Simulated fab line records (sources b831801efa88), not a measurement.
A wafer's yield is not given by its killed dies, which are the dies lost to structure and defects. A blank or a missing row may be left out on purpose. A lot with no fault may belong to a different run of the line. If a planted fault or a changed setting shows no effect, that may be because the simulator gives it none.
fab line records    flow sfq-line
[record] lots = 6  wafers = 18  last-day = 92
route steps=325 shown M3@129 I3@133
lots that met no fault: from a run of the same line without faults
start-h: start of the lot's first displayed wafer, in hours after the record's first day    wait-h: how many hours have passed since the lot's step before this one    " repeats the value in the row above    L1.1+2: a single row standing in for several wafers    - value missing, or start not given    * or withheld: withheld    < > ~ a bound
route shown NAME@n: NAME is a module with steps in the file, n the number in the route of the first one    usual: mean and standard deviation over wafers with no fault    same: alike in all rows    chamber/n: place in a boat    sites: each site's reading    _std_site: standard deviation across them    _edge_site: the outer-site mean with the inner-site mean subtracted    radius-mm: how far each site lies from the wafer's centre    mask NAME#n: copy n    behind: the most recent tool/chamber to have shaped the wafer    hold: cause of the lot's hold/its duration in hours/its outcome    device: whichever transistor did not switch (one of n, p or np)    end of line: the tests these same wafers got at the end of their route    for a step that has no rows: nothing shown but its recipe    killed: dies lost to structure and defects at the first sort, not the wafer's yield    map: a wafer's dies, marking killed ones x, the rest . and places with no die _
set.NAME: setting as actually run; set.NAME@STEP: the setting as run at that earlier step    model.NAME: the simulator's own value behind a step, which no gauge read
certain route steps with their lots: each step a table, each wafer a row
services: when a tool's chamber went out of use (start-h, in hours from the record's first day, below 0 if earlier), for how many hours, and the reason
[[steps]]
[step SFQ_TRILAYER_M3_BARC_OPEN_METAL_ETCH_100]
[recipe] mask-material = PR  chemistry = O2  target-depth-nm = 125  target = BARC  icp-w = 600  bias-w = 80  pressure-mtorr = 10  time-s = 41.7
[usual] drypump-motor-current-A = 6.0/0.48  oes-product-au = 0.684/0.0044
lot.wafer  tool          chamber  start-h  wait-h  drypump-motor-current-A  oes-product-au  rf-hours-counter-h
L117.3     rie-metal-04  0        1053.62  0.0     6.4                      0.678           -
L117.4     "             1        "        "       5.2                      0.686           -
L117.5     "             1        "        "       5.1                      0.686           -
L122.1     rie-metal-04  1        1212.43  0.0     5.1                      0.683           28
L122.2     "             0        "        "       6.4                      0.678           34
L122.6     "             1        "        "       5.1                      0.688           -
L131.2     rie-metal-02  1        1237.63  0.0     5.9                      0.685           14
L131.3     "             0        "        "       6.3                      0.682           -
L131.6     "             0        "        "       6.3                      0.684           -
L132.2     rie-metal-04  1        1238.83  0.0     5.2                      0.675           31
L132.4     "             1        "        "       5.2                      0.690           -
L132.5     "             0        "        "       6.4                      0.689           -
L133.1     rie-metal-03  1        1240.03  0.0     5.7                      0.684           28
L133.5     "             1        "        "       5.7                      0.685           -
L133.6     "             0        "        "       6.6                      0.689           -
L135.1     rie-metal-03  1        1243.63  0.0     5.7                      0.688           29
L135.3     "             1        "        "       5.7                      0.678           -
L135.4     "             0        "        "       6.6                      0.685           -
[step SFQ_TRILAYER_M3_ETCH_METAL_ETCH_078]
[recipe] target = Nb  stop-on = SiO2  mask-material = PR  chemistry = Cl2/Ar  target-depth-nm = 240  icp-w = 600  bias-w = 80  pressure-mtorr = 10  time-s = 120
[usual] drypump-motor-current-A = 6.0/0.48  oes-product-au = 0.894/0.006
lot.wafer  tool          chamber  start-h  wait-h  drypump-motor-current-A  oes-product-au  rf-hours-counter-h
L117.3     rie-metal-04  0        1053.70  0.1     6.4                      0.886           -
L117.4     "             1        "        "       5.1                      0.887           -
L117.5     "             1        "        "       5.1                      0.891           -
L122.1     rie-metal-04  1        1212.49  0.0     5.1                      0.882           28
L122.2     "             0        "        "       6.4                      0.889           34
L122.6     "             1        "        "       5.1                      0.890           -
L131.2     rie-metal-02  1        1237.69  0.0     5.9                      0.902           14
L131.3     "             0        "        "       6.2                      0.891           -
L131.6     "             0        "        "       6.3                      0.902           -
L132.2     rie-metal-04  1        1238.89  0.0     5.2                      0.899           31
L132.4     "             1        "        "       5.2                      0.896           -
L132.5     "             0        "        "       6.4                      0.905           -
L133.1     rie-metal-03  1        1240.09  0.0     5.7                      0.901           28
L133.5     "             1        "        "       5.7                      0.904           -
L133.6     "             0        "        "       6.6                      0.893           -
L135.1     rie-metal-03  1        1243.69  0.0     5.7                      0.892           29
L135.3     "             1        "        "       5.8                      0.886           -
L135.4     "             0        "        "       6.6                      0.901           -
[step SFQ_TRILAYER_M3_STRIP_STRIP_079]
[recipe] gas = O2  power-w = 200  platen-temp-c = 40  overash-fraction = 0.65  chemistry = O2  pressure-mtorr = 50
[usual] drypump-motor-current-A = 6.0/0.48  oes-product-au = 1.001/0.011  platen-temp-c = 39.98/0.088
lot.wafer  tool          chamber  start-h  wait-h  drypump-motor-current-A  oes-product-au  platen-temp-c  rf-hours-counter-h
L117.3     rie-metal-04  0        1053.98  0.2     6.3                      0.990           39.89          -
L117.4     "             1        "        "       5.2                      1.007           40.02          -
L117.5     "             1        "        "       5.2                      1.005           39.90          -
L122.1     rie-metal-04  1        1212.61  0.1     5.2                      1.011           39.94          28
L122.2     "             0        "        "       6.4                      0.994           39.94          34
L122.6     "             1        "        "       5.1                      1.020           40.11          -
L131.2     rie-metal-02  1        1237.81  0.1     5.9                      0.995           40.07          14
L131.3     "             0        "        "       6.2                      1.011           39.90          -
L131.6     "             0        "        "       6.2                      1.013           40.03          -
L132.2     rie-metal-04  1        1239.01  0.1     5.2                      1.020           39.88          31
L132.4     "             1        "        "       5.2                      1.013           39.86          -
L132.5     "             0        "        "       6.4                      1.001           39.92          -
L133.1     rie-metal-03  1        1240.21  0.1     5.7                      0.997           39.94          28
L133.5     "             1        "        "       5.7                      1.002           39.96          -
L133.6     "             0        "        "       6.6                      0.988           40.10          -
L135.1     rie-metal-03  1        1243.81  0.1     5.7                      1.008           40.05          29
L135.3     "             1        "        "       5.7                      1.003           40.07          -
L135.4     "             0        "        "       6.6                      0.998           40.01          -
[step SFQ_TRILAYER_M3_STRIP_SOLV_CLEAN_080]
[recipe] chemistry = NMP  temp-c = 70  time-s = 600
[step SFQ_TRILAYER_I3_DEP_PECVD_081]
[recipe] material = SiO2  temp-c = 150  time-s = 111.11  pressure-torr = 2.4  rf-w = 183.3  precursor = SiH4/N2O  target-thk-nm = 500
[usual] heater-power-outer-w = 30/9.3  heater-power-w = 86/18  susceptor-temp-C = 149.99/0.14  throttle-valve-pct = 25.5/1.7
lot.wafer  tool      chamber  start-h  wait-h  heater-power-outer-w  heater-power-w  since-wet-clean-h  susceptor-temp-C  throttle-valve-pct
L117.3     pecvd-03  2        1054.61  0.0     29                    77              -                  149.85            27.9
L117.4     "         1        "        "       43                    118             -                  150.13            25.1
L117.5     "         2        "        "       32                    83              -                  149.83            27.7
L122.1     pecvd-02  2        1213.39  0.0     30                    83              1375               149.89            28.4
L122.2     "         1        "        "       30                    79              1375               149.93            24.8
L122.6     "         1        "        "       34                    84              -                  149.97            24.6
L131.2     pecvd-03  2        1238.59  0.0     28                    79              1030               150.21            28.4
L131.3     "         1        "        "       37                    110             1030               149.81            25.1
L131.6     "         0        "        "       27                    90              -                  150.05            24.0
L132.2     pecvd-02  0        1239.79  0.0     20                    63              1401               150.05            26.9
L132.4     "         0        "        "       11                    51              -                  150.25            26.6
L132.5     "         1        "        "       39                    88              -                  149.84            24.7
L133.1     pecvd-01  1        1240.99  0.0     35                    99              294                150.05            24.4
L133.5     "         2        "        "       14                    57              -                  149.87            24.5
L133.6     "         1        "        "       37                    99              -                  150.03            24.5
L135.1     pecvd-02  1        1244.59  0.0     34                    83              1406               150.02            24.4
L135.3     "         2        "        "       29                    80              1406               150.35            28.3
L135.4     "         0        "        "       16                    59              -                  149.88            27.0
[step SFQ_TRILAYER_I3_CMP_CMP_082]
[recipe] material = SiO2  down-force-psi = 3  platen-rpm = 60  pad-velocity-m-s = 0.94248
[usual] motor-current-A = 10.3/1.3  platen-rpm = 60.00/0.04  time-to-endpoint-s = 213/7.8
lot.wafer  tool    chamber  start-h  wait-h  motor-current-A  platen-rpm  time-to-endpoint-s
L117.3     cmp-01  2        1072.85  18.2    10.2             59.97       217
L117.4     "       0        1073.85  19.2    10.0             60.00       208
L117.5     "       3        1075.35  20.7    9.6              60.01       207
L122.2     cmp-01  0        1223.80  10.4    9.7              60.04       219
L122.1     "       2        1224.80  11.4    9.7              60.12       222
L122.6     "       0        1225.80  12.3    9.7              59.95       227
L131.3     cmp-02  3        1249.49  10.9    10.5             60.03       202
L131.2     "       1        1250.49  11.9    12.9             59.94       230
L131.6     "       3        1251.49  12.8    10.4             60.01       210
L132.4     cmp-01  1        1250.93  11.1    10.9             59.99       215
L132.2     "       0        1252.43  12.6    9.9              60.03       201
L132.5     "       2        1253.43  13.6    9.8              60.00       220
L133.1     cmp-01  2        1254.43  13.4    9.4              59.98       224
L133.5     "       1        1255.93  14.9    10.3             60.01       216
L133.6     "       2        "        "       9.2              60.07       220
L135.1     cmp-01  3        1256.93  12.3    9.8              60.03       204
L135.3     "       1        1257.93  13.3    10.5             60.00       208
L135.4     "       2        "        "       9.5              60.01       225
[step SFQ_I3_BOW_MEAS_922]
[recipe] mode = bow
[usual] I3_BOW = 4/9.2
lot.wafer  tool           chamber  start-h  wait-h  I3_BOW[um]
L117.3     film-metro-01  -        1075.89  2.5     -7
L117.4     "              -        "        "       -9
L117.5     "              -        "        "       2
L122.1     film-metro-01  -        1226.80  1.5     3
L122.2     "              -        "        "       3
L122.6     "              -        "        "       -5
L131.2     film-metro-02  -        1252.51  1.5     12
L131.3     "              -        "        "       -8
L131.6     "              -        "        "       3
L132.2     film-metro-04  -        1253.95  1.0     10
L132.4     "              -        "        "       23
L132.5     "              -        "        "       3
L133.1     film-metro-04  -        1256.93  2.0     -7
L133.5     "              -        "        "       11
L133.6     "              -        "        "       4
L135.1     film-metro-04  -        1259.93  2.5     -11
L135.3     "              -        "        "       0
L135.4     "              -        "        "       7
[step SFQ_TRILAYER_I3_METRO_MEASURE_083]
[step SFQ_TRILAYER_I3_VIA_LITHO_COAT_090]
[recipe] resist = BARC  spin-rpm = 3000  resist-thk-nm = 62
[step SFQ_TRILAYER_I3_VIA_LITHO_COAT_085]
[recipe] resist = KrF  spin-rpm = 3000  resist-thk-nm = 650
[step SFQ_TRILAYER_I3_VIA_LITHO_SOFTBAKE_089]
[recipe] temp-c = withheld  time-s = withheld  resist = KrF
[step SFQ_TRILAYER_I3_VIA_LITHO_EXPOSE_086]
[recipe] mask-id = I3  na = 0.6  source-shape = conventional  sigma-outer = 0.65  target-cd-nm = 500  dose-mj = 21.3
[step SFQ_TRILAYER_I3_VIA_LITHO_PEB_088]
[recipe] peb-temp-c = 115  peb-time-s = 60  resist = KrF
lot.wafer   tool            chamber  start-h  wait-h
L117.3+4+5  litho-track-04  0        1203.74  0.7
L122.1+2+6  litho-track-01  0        1336.43  1.0
L131.2+3+6  litho-track-04  0        1358.06  0.8
L132.2+4+5  litho-track-04  0        1360.46  0.8
L133.1+5+6  litho-track-01  0        1366.56  1.0
L135.1+3+4  litho-track-02  0        1372.56  1.0
[step SFQ_TRILAYER_I3_VIA_LITHO_DEVELOP_087]
[recipe] time-s = 60  resist = KrF
[step SFQ_I3_OVL_MEAS_923]
[usual] I3_OVL = -2/5.9
lot.wafer  tool        chamber  start-h  wait-h  I3_OVL[nm]
L117.3     overlay-01  -        1204.01  0.1     -2
L117.4     "           -        "        "       -6
L117.5     "           -        "        "       -6
L122.1     overlay-02  -        1336.73  0.1     -19
L122.2     "           -        "        "       -6
L122.6     "           -        "        "       -13
L131.2     overlay-01  -        1358.34  0.1     -10
L131.3     "           -        "        "       -1
L131.6     "           -        "        "       -7
L132.2     overlay-01  -        1360.74  0.1     -6
L132.4     "           -        "        "       -9
L132.5     "           -        "        "       5
L133.1     overlay-02  -        1366.86  0.1     -3
L133.5     "           -        "        "       -3
L133.6     "           -        "        "       -2
L135.1     overlay-02  -        1372.86  0.1     6
L135.3     "           -        "        "       2
L135.4     "           -        "        "       10
[step SFQ_TRILAYER_I3_VIA_BARC_OPEN_VIA_ETCH_121]
[recipe] mask-material = PR  chemistry = O2  target-depth-nm = 125  target = BARC  source-w = 500  bias-w = 80  pressure-mtorr = 30  time-s = 41.7
[usual] drypump-motor-current-A = 5.5/0.48  oes-product-au = 0.686/0.0051
lot.wafer  tool         chamber  start-h  wait-h  drypump-motor-current-A  oes-product-au  rf-hours-counter-h  model.I3.cd-nm
L117.3     rie-diel-02  1        1204.03  0.0     5.0                      0.689           13                  501.2
L117.4     "            0        "        "       5.5                      0.690           9                   502
L117.5     "            3        "        "       5.8                      0.690           -                   501.1
L122.1     rie-diel-03  1        1336.77  0.0     5.0                      0.682           7                   497.5
L122.2     "            2        "        "       5.8                      0.686           5                   498.4
L122.6     "            0        "        "       6.5                      0.688           -                   497.3
L131.2     rie-diel-03  0        1358.37  0.0     6.5                      0.679           3                   560
L131.3     "            1        "        "       5.0                      0.686           7                   558.8
L131.6     "            1        "        "       5.0                      0.683           -                   558.9
L132.2     rie-diel-02  1        1360.77  0.0     5.0                      0.680           15                  562.2
L132.4     "            2        "        "       5.0                      0.681           6                   560.2
L132.5     "            3        "        "       5.8                      0.692           -                   561
L133.1     rie-diel-04  3        1366.89  0.0     6.1                      0.689           10                  502.5
L133.5     "            2        "        "       5.3                      0.683           -                   502.6
L133.6     "            1        "        "       5.4                      0.686           -                   501.1
L135.1     rie-diel-04  2        1372.89  0.0     5.3                      0.685           12                  500.7
L135.3     "            1        "        "       5.3                      0.689           3                   500.2
L135.4     "            3        "        "       6.1                      0.689           10                  502.1
[step SFQ_TRILAYER_I3_VIA_ETCH_VIA_ETCH_088]
[recipe] target = SiO2  stop-on = Nb  mask-material = PR  taper-deg = 20  chemistry = CHF3  target-depth-nm = 260  source-w = 500  bias-w = 80  pressure-mtorr = 30  time-s = withheld
[usual] drypump-motor-current-A = 5.5/0.48  oes-product-au = 0.854/0.0053
lot.wafer  tool         chamber  start-h  wait-h  drypump-motor-current-A  oes-product-au  model.I3.cd-nm
L117.3     rie-diel-02  1        1204.07  0.0     5.0                      0.858           502.1
L117.4     "            0        "        "       5.5                      0.852           502
L117.5     "            3        "        "       5.9                      0.842           497.8
L122.1     rie-diel-03  1        1336.81  0.0     5.0                      0.858           497.5
L122.2     "            2        "        "       5.8                      0.855           499.3
L122.6     "            0        "        "       6.6                      0.860           500.2
L131.2     rie-diel-03  0        1358.41  0.0     6.5                      0.861           560.8
L131.3     "            1        "        "       5.0                      0.855           557
L131.6     "            1        "        "       5.0                      0.856           557.1
L132.2     rie-diel-02  1        1360.81  0.0     5.0                      0.850           562.7
L132.4     "            2        "        "       5.0                      0.864           560.5
L132.5     "            3        "        "       5.9                      0.856           559.1
L133.1     rie-diel-04  3        1366.93  0.0     6.1                      0.858           504.7
L133.5     "            2        "        "       5.3                      0.856           503.3
L133.6     "            1        "        "       5.4                      0.845           500.3
L135.1     rie-diel-04  2        1372.93  0.0     5.3                      0.843           502.3
L135.3     "            1        "        "       5.3                      0.855           500
L135.4     "            3        "        "       6.0                      0.855           504.9
[step SFQ_TRILAYER_I3_VIA_STRIP_STRIP_089]
[recipe] gas = O2  power-w = 200  platen-temp-c = 40  overash-fraction = 0.65  chemistry = O2  pressure-mtorr = 50
[[services]]
tool          chamber  start-h  hours  kind
rie-diel-03   0        1052.18  16.6   repair
cmp-01        -        1053.41  4.4    repair
rie-diel-03   3        1054.10  75.4   repair
rie-metal-04  -        1066.12  14.6   pm
cmp-01        -        1078.10  1.7    repair
rie-metal-04  1        1112.87  2.2    repair
rie-diel-02   -        1117.93  0.7    repair
cmp-01        -        1140.17  0.2    repair
rie-diel-03   0        1141.87  6.6    repair
rie-diel-04   0        1169.33  4.0    repair
rie-diel-03   3        1177.62  2.6    repair
rie-diel-03   2        1178.51  16.4   repair
rie-diel-03   1        1197.76  8.2    repair
rie-diel-04   2        1203.09  1.5    repair
rie-diel-03   -        1204.75  2.8    pm
rie-diel-02   0        1213.44  20.8   repair
rie-metal-04  -        1222.35  2.8    pm
cmp-01        -        1229.80  6.1    pm
rie-metal-04  1        1236.04  1.1    repair
cmp-01        -        1259.93  4.0    pm
cmp-01        -        1275.06  1.0    repair
cmp-01        -        1300.11  7.6    pm
rie-metal-03  -        1336.54  19.0   repair
rie-metal-03  0        1364.10  6.9    repair
[[key]]
first-sign none at tools or gauges
[model-effect] step = SFQ_TRILAYER_I3_VIA_BARC_OPEN_VIA_ETCH_121  value = I3.cd-nm  without = 497.8  struck = 560.2
[model-effect] step = SFQ_TRILAYER_I3_VIA_ETCH_VIA_ETCH_088  value = I3.cd-nm  without = 497.2  struck = 559.5
met-at SFQ_TRILAYER_I3_VIA_LITHO_PEB_088
struck-wafers L131.2,L131.3,L131.6,L132.2,L132.4,L132.5
onset-between 1203.74 1358.06
[fault] kind = process-parameter-drift  tool = litho-track-04  chamber = -  onset-h = 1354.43  steps = SFQ_TRILAYER_I3_VIA_LITHO_PEB_088  channel = peb-time-s  offset = *  shape = step  end-h = 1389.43  acts-in = *  stated = *
